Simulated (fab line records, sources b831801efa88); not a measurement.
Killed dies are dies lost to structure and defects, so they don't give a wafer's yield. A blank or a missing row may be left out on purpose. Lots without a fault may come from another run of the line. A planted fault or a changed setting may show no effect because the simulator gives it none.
Which tool did it? | flow sky130 | 24 lots, 72 wafers sampled, at 5 steps of a route of 708

WHAT THE GAUGES READ, wafer by wafer
SKY_VT_ADJUST_HVTR_CD_MEAS_07: target cd 380 nm.
lot  | measured     | on        | cd_nm (nm)
L074 | day 9 06:08  | cd_sem-02 | 379.6 378.6 380.4
L075 | day 9 20:05  | cd_sem-01 | 381.5 380.9 382.2
L076 | day 10 00:38 | cd_sem-02 | 383.8 383.2 382.2
L077 | day 10 07:32 | cd_sem-02 | 383.0 380.4 382.8
L078 | day 10 13:43 | cd_sem-02 | 378.5 379.5 378.1
L079 | day 10 21:11 | cd_sem-02 | 374.5 376.8 376.7
L080 | day 11 05:59 | cd_sem-01 | 381.4 384.2 384.3
L081 | day 11 09:45 | cd_sem-01 | 384.6 386.1 386.4
L082 | day 11 18:25 | cd_sem-02 | 377.0 376.8 375.2
L083 | day 12 03:19 | cd_sem-01 | 378.1 379.4 380.6
L084 | day 12 13:55 | cd_sem-02 | 383.6 383.3 383.3
L085 | day 13 00:44 | cd_sem-01 | 375.9 379.4 378.5
L086 | day 13 01:17 | cd_sem-01 | 381.6 379.3 381.2
L087 | day 13 11:06 | cd_sem-02 | 380.6 383.2 381.3
L088 | day 13 13:14 | cd_sem-01 | 382.6 380.4 380.4
L089 | day 14 07:38 | cd_sem-02 | 382.7 381.7 383.1
L090 | day 14 18:54 | cd_sem-02 | 378.1 379.3 379.0
L091 | day 14 19:29 | cd_sem-01 | 381.0 378.0 377.5
L092 | day 15 02:41 | cd_sem-02 | 379.3 381.7 381.8
L093 | day 15 06:29 | cd_sem-01 | 381.4 384.5 384.9
L094 | day 15 14:52 | cd_sem-02 | 375.4 374.2 376.8
L095 | day 15 23:31 | cd_sem-02 | 382.1 382.2 381.9
L097 | day 17 07:02 | cd_sem-01 | 383.4 382.5 382.6
L096 | day 17 08:01 | cd_sem-02 | 384.4 379.6 383.0

SKY_LDD_P_OVL_MEAS_08.
lot  | measured     | on         | LDD_P_OVL (nm)
L074 | day 18 13:08 | overlay-01 | 0.6 1.5 1.6
L075 | day 19 09:52 | overlay-02 | -1.0 -0.7 0.5
L076 | day 19 13:15 | overlay-01 | 1.7 3.1 2.9
L077 | day 20 03:48 | overlay-02 | 1.7 0.0 1.9
L078 | day 20 17:55 | overlay-02 | 1.4 0.4 1.0
L079 | day 21 02:57 | overlay-02 | 1.9 3.2 3.7
L080 | day 21 15:56 | overlay-02 | 2.3 3.5 2.4
L081 | day 21 16:14 | overlay-01 | -0.6 0.4 -2.8
L082 | day 22 01:25 | overlay-02 | -0.7 0.7 0.2
L083 | day 22 08:56 | overlay-01 | 0.9 -0.9 -0.2
L084 | day 22 23:56 | overlay-01 | 0.9 0.6 2.1
L085 | day 23 13:53 | overlay-02 | -2.0 0.0 -1.0
L086 | day 23 08:21 | overlay-02 | -0.2 -0.8 -1.0
L087 | day 24 00:11 | overlay-02 | -0.1 0.7 -2.0
L088 | day 24 01:28 | overlay-01 | 0.9 1.7 1.6
L089 | day 25 00:39 | overlay-01 | 1.5 2.1 0.2
L090 | day 25 09:07 | overlay-01 | 0.7 3.0 1.7
L091 | day 25 13:49 | overlay-01 | -2.5 0.4 -1.9
L092 | day 25 21:39 | overlay-02 | 0.4 1.4 -0.4
L093 | day 25 22:46 | overlay-01 | 0.5 -1.4 -0.9
L094 | day 26 08:20 | overlay-01 | -1.9 -1.1 1.3
L095 | day 26 15:06 | overlay-01 | 1.7 -1.3 2.6
L097 | day 27 22:02 | overlay-01 | -0.6 0.6 1.2
L096 | day 29 04:30 | overlay-01 | 0.8 -2.2 -0.4

SKY_CONTACT_RS_MEAS_25: measures by four-point-probe.
lot  | measured     | on            | CONTACT_W_RS (ohm/sq)
L074 | day 31 08:12 | film_metro-04 | 0.337 0.335 0.335
L075 | day 32 02:13 | film_metro-03 | 0.338 0.341 0.344
L076 | day 32 05:13 | film_metro-03 | 0.335 0.341 0.338
L077 | day 32 18:38 | film_metro-04 | 0.335 0.337 0.336
L078 | day 34 00:13 | film_metro-03 | 0.337 0.334 0.334
L079 | day 34 01:28 | film_metro-02 | 0.338 0.340 0.337
L080 | day 34 01:45 | film_metro-02 | 0.333 0.338 0.338
L081 | day 34 03:07 | film_metro-02 | 0.335 0.336 0.332
L082 | day 34 08:49 | film_metro-02 | 0.337 0.335 0.338
L083 | day 34 17:32 | film_metro-03 | 0.340 0.341 0.340
L084 | day 35 06:04 | film_metro-03 | 0.338 0.338 0.339
L085 | day 35 17:51 | film_metro-04 | 0.338 0.335 0.338
L086 | day 35 14:29 | film_metro-03 | 0.339 0.338 0.343
L087 | day 36 02:17 | film_metro-04 | 0.333 0.333 0.337
L088 | day 36 03:08 | film_metro-03 | 0.339 0.343 0.338
L089 | day 36 22:26 | film_metro-03 | 0.336 0.341 0.339
L090 | day 37 05:59 | film_metro-03 | 0.339 0.338 0.340
L091 | day 37 11:14 | film_metro-02 | 0.339 0.341 0.337
L092 | day 37 16:04 | film_metro-04 | 0.335 0.333 0.338
L093 | day 37 17:34 | film_metro-04 | 0.336 0.339 0.336
L094 | day 38 01:40 | film_metro-03 | 0.343 0.342 0.346
L095 | day 38 08:17 | film_metro-04 | 0.335 0.338 0.338
L097 | day 39 10:49 | film_metro-03 | 0.341 0.338 0.344
L096 | day 40 14:31 | film_metro-02 | 0.337 0.346 0.341

SKY_CAPM_OVL_MEAS_12.
lot  | measured     | on         | CAPM_OVL (nm)
L074 | day 37 03:04 | overlay-01 | 2.4 2.1 0.4
L075 | day 37 21:56 | overlay-01 | -3.0 -0.9 -0.6
L076 | day 37 23:23 | overlay-02 | -0.2 -0.2 -2.4
L077 | day 38 13:17 | overlay-01 | -0.4 0.4 -1.2
L078 | day 39 15:38 | overlay-02 | -2.4 -1.1 0.8
L079 | day 39 16:39 | overlay-01 | 2.0 -1.2 0.4
L080 | day 39 17:32 | overlay-01 | -3.7 -1.0 -0.4
L081 | day 39 19:20 | overlay-01 | 0.8 0.1 -0.9
L082 | day 39 23:39 | overlay-01 | 0.0 1.0 1.9
L083 | day 40 07:53 | overlay-02 | -0.4 0.1 -0.3
L084 | day 40 21:26 | overlay-01 | -1.2 -2.2 -0.7
L085 | day 41 06:07 | overlay-01 | 0.6 2.7 2.5
L086 | day 41 04:20 | overlay-02 | -0.7 0.3 -0.4
L087 | day 41 16:05 | overlay-02 | -2.3 -0.3 -0.2
L088 | day 41 17:28 | overlay-01 | 1.0 0.2 0.7
L089 | day 42 11:02 | overlay-02 | 0.3 1.4 1.6
L090 | day 42 16:52 | overlay-01 | 0.1 -0.7 -0.9
L091 | day 42 22:04 | overlay-01 | -1.1 -2.9 -1.0
L092 | day 43 01:16 | overlay-01 | 0.0 -0.7 -0.9
L093 | day 43 02:10 | overlay-02 | 0.4 3.7 2.9
L094 | day 43 10:19 | overlay-02 | -0.6 -0.2 1.2
L095 | day 43 16:02 | overlay-02 | 0.6 0.1 -1.1
L097 | day 44 15:37 | overlay-01 | -1.1 -2.3 -1.9
L096 | day 45 15:22 | overlay-01 | -0.2 0.1 0.1

WHICH TOOL RAN EACH LOT (tool, then ch and the chambers of the sampled wafers, then the start)
lot  | SKY_VIA2_STRIP_16
L074 | plasma_asher-04 ch 0,1, day 36 00:28
L075 | plasma_asher-01 ch 0,1, day 36 18:37
L076 | plasma_asher-04 ch 0,1, day 36 19:38
L077 | plasma_asher-04 ch 0,1, day 37 09:31
L078 | plasma_asher-01 ch 0,1, day 38 14:40
L079 | plasma_asher-04 ch 0,1, day 38 15:01
L080 | plasma_asher-01 ch 0, day 38 15:20
L081 | plasma_asher-02 ch 0,1, day 38 17:13
L082 | plasma_asher-02 ch 0,1, day 38 21:49
L083 | plasma_asher-04 ch 0,1, day 39 06:44
L084 | plasma_asher-01 ch 0,1, day 39 18:56
L085 | plasma_asher-02 ch 0,1, day 40 05:17
L086 | plasma_asher-04 ch 0,1, day 40 03:32
L087 | plasma_asher-01 ch 0, day 40 13:47
L088 | plasma_asher-04 ch 0,1, day 40 14:44
L089 | plasma_asher-04 ch 0,1, day 41 10:02
L090 | plasma_asher-04 ch 0,1, day 41 15:59
L091 | plasma_asher-02 ch 0,1, day 41 21:17
L092 | plasma_asher-02 ch 0,1, day 42 00:26
L093 | plasma_asher-01 ch 1, day 42 02:17
L094 | plasma_asher-01 ch 0,1, day 42 09:38
L095 | plasma_asher-04 ch 0,1, day 42 15:32
L097 | plasma_asher-04 ch 0,1, day 43 15:17
L096 | plasma_asher-02 ch 0,1, day 44 17:02
- SKY_VIA2_STRIP_16: strips in O2/N2.

WHAT THE TOOLS THEMSELVES READ (means of the sampled wafers that have a number; where no wafer has one, the mark that the record gives instead)
SKY_VIA2_STRIP_16.
lot  | tool            | drypump_motor_current_A (A) | oes_product_au (a.u.) | strip_time_to_endpoint_s (s)
L074 | plasma_asher-04 | 5.4                         | 0.400                 | 4.083
L075 | plasma_asher-01 | 6.1                         | 0.400                 | 4.106
L076 | plasma_asher-04 | 5.4                         | 0.402                 | 4.071
L077 | plasma_asher-04 | 5.3                         | 0.405                 | 4.101
L078 | plasma_asher-01 | 5.8                         | 0.395                 | 4.067
L079 | plasma_asher-04 | 5.4                         | 0.400                 | 4.078
L080 | plasma_asher-01 | 6.3                         | 0.400                 | 4.080
L081 | plasma_asher-02 | 6.1                         | 0.400                 | 4.078
L082 | plasma_asher-02 | 6.2                         | 0.396                 | 4.076
L083 | plasma_asher-04 | 5.3                         | 0.398                 | 4.103
L084 | plasma_asher-01 | 5.8                         | 0.400                 | 4.083
L085 | plasma_asher-02 | 6.2                         | 0.404                 | 4.077
L086 | plasma_asher-04 | 5.4                         | 0.400                 | 4.115
L087 | plasma_asher-01 | 6.3                         | 0.399                 | 4.095
L088 | plasma_asher-04 | 5.3                         | 0.402                 | 4.100
L089 | plasma_asher-04 | 5.3                         | 0.398                 | 4.078
L090 | plasma_asher-04 | 5.3                         | 0.399                 | 4.089
L091 | plasma_asher-02 | 6.1                         | 0.400                 | 4.083
L092 | plasma_asher-02 | 6.2                         | 0.402                 | 4.076
L093 | plasma_asher-01 | 5.6                         | 0.401                 | 4.098
L094 | plasma_asher-01 | 5.8                         | 0.406                 | 4.117
L095 | plasma_asher-04 | 5.3                         | 0.402                 | 4.078
L097 | plasma_asher-04 | 5.4                         | 0.403                 | 4.095
L096 | plasma_asher-02 | 6.2                         | 0.397                 | 4.089

THE ANSWER, worked out from the rows above alone
Rule: what is usual is taken from the lots themselves. Put in order of their means at a reading, lots are off if they are a third of the lots or fewer, leave a main group of 4 or more, and stand apart from it by a gap of 3 or more times the standard deviation of the main group's means; of several such gaps the widest counts. A main group whose means are all the same, to the digits that the tables above print for the reading, isn't used. A lot without any number at a reading at which 4 lots or more have one is off too. The other lots that the step has rows for count as sound. The gauges are gone through in route order, then the tools' own readings, and for those a lot's mean is taken as printed above. The first step at which some lot is off is used, and at that step the reading that is off furthest; a lot without a number counts as furthest.
No lot is off at any reading shown: from this, nothing can be told.

WHAT THE SIMULATOR HAD PUT IN
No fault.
